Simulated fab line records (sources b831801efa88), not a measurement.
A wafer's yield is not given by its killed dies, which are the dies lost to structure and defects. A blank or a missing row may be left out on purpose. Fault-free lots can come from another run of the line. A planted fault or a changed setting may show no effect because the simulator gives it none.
Which tool was responsible? || flow sky130 || 13 lots with 39 wafers sampled at 4 steps, on a route of 708 steps

== WHAT THE GAUGES READ, wafer by wafer ==
SKY_VT_ADJUST_HVTP_TW_MEAS_11.
{"lot": "L738", "measured": "day 6 12:15", "on": "film-metro-01", "VT_ADJUST_HVTP_TW": "1352 1352 1350"}
{"lot": "L739", "measured": "day 6 13:08", "on": "film-metro-03", "VT_ADJUST_HVTP_TW": "1329 1329 1332"}
{"lot": "L741", "measured": "day 7 01:50", "on": "film-metro-01", "VT_ADJUST_HVTP_TW": "1342 1350 1340"}
{"lot": "L742", "measured": "day 7 10:55", "on": "film-metro-01", "VT_ADJUST_HVTP_TW": "1354 1351 1343"}
{"lot": "L743", "measured": "day 7 15:38", "on": "film-metro-03", "VT_ADJUST_HVTP_TW": "1324 1322 1318"}
{"lot": "L745", "measured": "day 8 04:19", "on": "film-metro-02", "VT_ADJUST_HVTP_TW": "1347 1341 1343"}
{"lot": "L746", "measured": "day 8 06:11", "on": "film-metro-01", "VT_ADJUST_HVTP_TW": "1353 1348 1349"}
{"lot": "L747", "measured": "day 8 17:13", "on": "film-metro-02", "VT_ADJUST_HVTP_TW": "1320 1314 1316"}
{"lot": "L751", "measured": "day 9 17:13", "on": "film-metro-02", "VT_ADJUST_HVTP_TW": "1312 1321 1320"}
{"lot": "L756", "measured": "day 11 02:58", "on": "film-metro-01", "VT_ADJUST_HVTP_TW": "1337 1331 1331"}
{"lot": "L757", "measured": "day 11 06:59", "on": "film-metro-02", "VT_ADJUST_HVTP_TW": "1327 1328 1337"}
{"lot": "L758", "measured": "day 11 13:11", "on": "film-metro-01", "VT_ADJUST_HVTP_TW": "1342 1348 1337"}
{"lot": "L760", "measured": "day 12 07:42", "on": "film-metro-01", "VT_ADJUST_HVTP_TW": "1348 1346 1340"}

SKY_LI_CONTACT_THK_MEAS_23: measures by xrf.
{"lot": "L738", "measured": "day 29 16:49", "on": "film-metro-02", "LI_CONTACT_W_THK (nm)": "402 393 408"}
{"lot": "L739", "measured": "day 29 18:47", "on": "film-metro-01", "LI_CONTACT_W_THK (nm)": "413 418 409"}
{"lot": "L741", "measured": "day 30 12:38", "on": "film-metro-03", "LI_CONTACT_W_THK (nm)": "407 408 401"}
{"lot": "L742", "measured": "day 31 03:50", "on": "film-metro-02", "LI_CONTACT_W_THK (nm)": "388 383 387"}
{"lot": "L743", "measured": "day 31 07:05", "on": "film-metro-03", "LI_CONTACT_W_THK (nm)": "412 407 412"}
{"lot": "L745", "measured": "day 32 11:38", "on": "film-metro-02", "LI_CONTACT_W_THK (nm)": "403 420 404"}
{"lot": "L746", "measured": "day 32 10:20", "on": "film-metro-03", "LI_CONTACT_W_THK (nm)": "412 427 423"}
{"lot": "L747", "measured": "day 32 22:08", "on": "film-metro-03", "LI_CONTACT_W_THK (nm)": "422 438 420"}
{"lot": "L751", "measured": "day 33 21:29", "on": "film-metro-01", "LI_CONTACT_W_THK (nm)": "412 401 411"}
{"lot": "L756", "measured": "day 35 08:08", "on": "film-metro-01", "LI_CONTACT_W_THK (nm)": "406 415 409"}
{"lot": "L757", "measured": "day 35 13:56", "on": "film-metro-01", "LI_CONTACT_W_THK (nm)": "403 401 400"}
{"lot": "L758", "measured": "day 35 20:01", "on": "film-metro-03", "LI_CONTACT_W_THK (nm)": "413 410 420"}
{"lot": "L760", "measured": "day 36 16:41", "on": "film-metro-02", "LI_CONTACT_W_THK (nm)": "403 404 405"}

SKY_CONTACT_THK_MEAS_01.
{"lot": "L738", "measured": "day 30 21:38", "on": "film-metro-01", "CONTACT_CVD_00_THK (nm)": "76.9 76.4 75.4"}
{"lot": "L739", "measured": "day 30 23:11", "on": "film-metro-03", "CONTACT_CVD_00_THK (nm)": "73.9 74.4 75.3"}
{"lot": "L741", "measured": "day 31 17:18", "on": "film-metro-03", "CONTACT_CVD_00_THK (nm)": "75.0 75.1 75.8"}
{"lot": "L742", "measured": "day 32 07:48", "on": "film-metro-04", "CONTACT_CVD_00_THK (nm)": "74.3 75.0 76.3"}
{"lot": "L743", "measured": "day 32 11:31", "on": "film-metro-04", "CONTACT_CVD_00_THK (nm)": "74.2 73.9 74.6"}
{"lot": "L745", "measured": "day 33 15:25", "on": "film-metro-03", "CONTACT_CVD_00_THK (nm)": "73.6 74.7 74.7"}
{"lot": "L746", "measured": "day 33 14:16", "on": "film-metro-01", "CONTACT_CVD_00_THK (nm)": "75.0 75.8 76.0"}
{"lot": "L747", "measured": "day 34 02:10", "on": "film-metro-01", "CONTACT_CVD_00_THK (nm)": "73.3 75.7 74.6"}
{"lot": "L751", "measured": "day 35 00:55", "on": "film-metro-03", "CONTACT_CVD_00_THK (nm)": "74.6 73.8 75.3"}
{"lot": "L756", "measured": "day 36 13:11", "on": "film-metro-01", "CONTACT_CVD_00_THK (nm)": "73.6 74.5 76.4"}
{"lot": "L757", "measured": "day 36 18:40", "on": "film-metro-01", "CONTACT_CVD_00_THK (nm)": "73.9 73.4 75.2"}
{"lot": "L758", "measured": "day 37 00:37", "on": "film-metro-04", "CONTACT_CVD_00_THK (nm)": "74.6 75.3 76.3"}
{"lot": "L760", "measured": "day 37 19:49", "on": "film-metro-04", "CONTACT_CVD_00_THK (nm)": "76.1 75.3 74.5"}

== WHICH TOOL RAN EACH LOT (tool, then ch and the chambers of the sampled wafers, then the start) ==
{"lot": "L738", "SKY_VT_ADJUST_HVTP_IMPLANT_09": "implanter-03 ch 0, day 6 12:03"}
{"lot": "L739", "SKY_VT_ADJUST_HVTP_IMPLANT_09": "implanter-03 ch 0, day 6 12:53"}
{"lot": "L741", "SKY_VT_ADJUST_HVTP_IMPLANT_09": "implanter-01 ch 0, day 7 01:35"}
{"lot": "L742", "SKY_VT_ADJUST_HVTP_IMPLANT_09": "implanter-03 ch 0, day 7 10:40"}
{"lot": "L743", "SKY_VT_ADJUST_HVTP_IMPLANT_09": "implanter-01 ch 0, day 7 15:25"}
{"lot": "L745", "SKY_VT_ADJUST_HVTP_IMPLANT_09": "implanter-01 ch 0, day 8 04:04"}
{"lot": "L746", "SKY_VT_ADJUST_HVTP_IMPLANT_09": "implanter-02 ch 0, day 8 05:58"}
{"lot": "L747", "SKY_VT_ADJUST_HVTP_IMPLANT_09": "implanter-01 ch 0, day 8 16:58"}
{"lot": "L751", "SKY_VT_ADJUST_HVTP_IMPLANT_09": "implanter-01 ch 0, day 9 16:58"}
{"lot": "L756", "SKY_VT_ADJUST_HVTP_IMPLANT_09": "implanter-02 ch 0, day 11 02:43"}
{"lot": "L757", "SKY_VT_ADJUST_HVTP_IMPLANT_09": "implanter-02 ch 0, day 11 06:44"}
{"lot": "L758", "SKY_VT_ADJUST_HVTP_IMPLANT_09": "implanter-02 ch 0, day 11 12:58"}
{"lot": "L760", "SKY_VT_ADJUST_HVTP_IMPLANT_09": "implanter-01 ch 0, day 12 07:27"}
- SKY_VT_ADJUST_HVTP_IMPLANT_09

== AS READ BY THE TOOLS THEMSELVES (means over the sampled wafers that have a number; for cases with no such wafer, the mark the record gives instead) ==
SKY_VT_ADJUST_HVTP_IMPLANT_09.
{"lot": "L738", "tool": "implanter-03", "end-station-pressure-torr (Torr)": 5.20e-06}
{"lot": "L739", "tool": "implanter-03", "end-station-pressure-torr (Torr)": 5.10e-06}
{"lot": "L741", "tool": "implanter-01", "end-station-pressure-torr (Torr)": 5.06e-06}
{"lot": "L742", "tool": "implanter-03", "end-station-pressure-torr (Torr)": 4.85e-06}
{"lot": "L743", "tool": "implanter-01", "end-station-pressure-torr (Torr)": 5.10e-06}
{"lot": "L745", "tool": "implanter-01", "end-station-pressure-torr (Torr)": 4.98e-06}
{"lot": "L746", "tool": "implanter-02", "end-station-pressure-torr (Torr)": 4.93e-06}
{"lot": "L747", "tool": "implanter-01", "end-station-pressure-torr (Torr)": 5.23e-06}
{"lot": "L751", "tool": "implanter-01", "end-station-pressure-torr (Torr)": 5.34e-06}
{"lot": "L756", "tool": "implanter-02", "end-station-pressure-torr (Torr)": 4.79e-06}
{"lot": "L757", "tool": "implanter-02", "end-station-pressure-torr (Torr)": 4.88e-06}
{"lot": "L758", "tool": "implanter-02", "end-station-pressure-torr (Torr)": 5.18e-06}
{"lot": "L760", "tool": "implanter-01", "end-station-pressure-torr (Torr)": 4.67e-06}

== THE ANSWER, worked out from the rows above alone ==
Rule: usual is defined by the lots themselves. The widest of any qualifying gaps counts: lots, ordered by their means at a reading, are off when they make up no more than a third of the lots, leave a main group of 4 or more, and stand apart from it by 3 or more times the standard deviation of that group's means. The tables above print the reading to a certain number of digits; a main group whose means all agree to those digits is not used. Also off: a lot with no number at a reading for which 4 or more lots have one. The other lots that the step has rows for count as sound. First the gauges in route order, then the tools' own readings, where a lot's mean is used as printed above. At the first step where some lot is off, the reading lying furthest off is the one used; lots without a number count as furthest.
Across all readings shown, no lot is off: no conclusion can be drawn from this.

== WHAT THE SIMULATOR PUT IN ==
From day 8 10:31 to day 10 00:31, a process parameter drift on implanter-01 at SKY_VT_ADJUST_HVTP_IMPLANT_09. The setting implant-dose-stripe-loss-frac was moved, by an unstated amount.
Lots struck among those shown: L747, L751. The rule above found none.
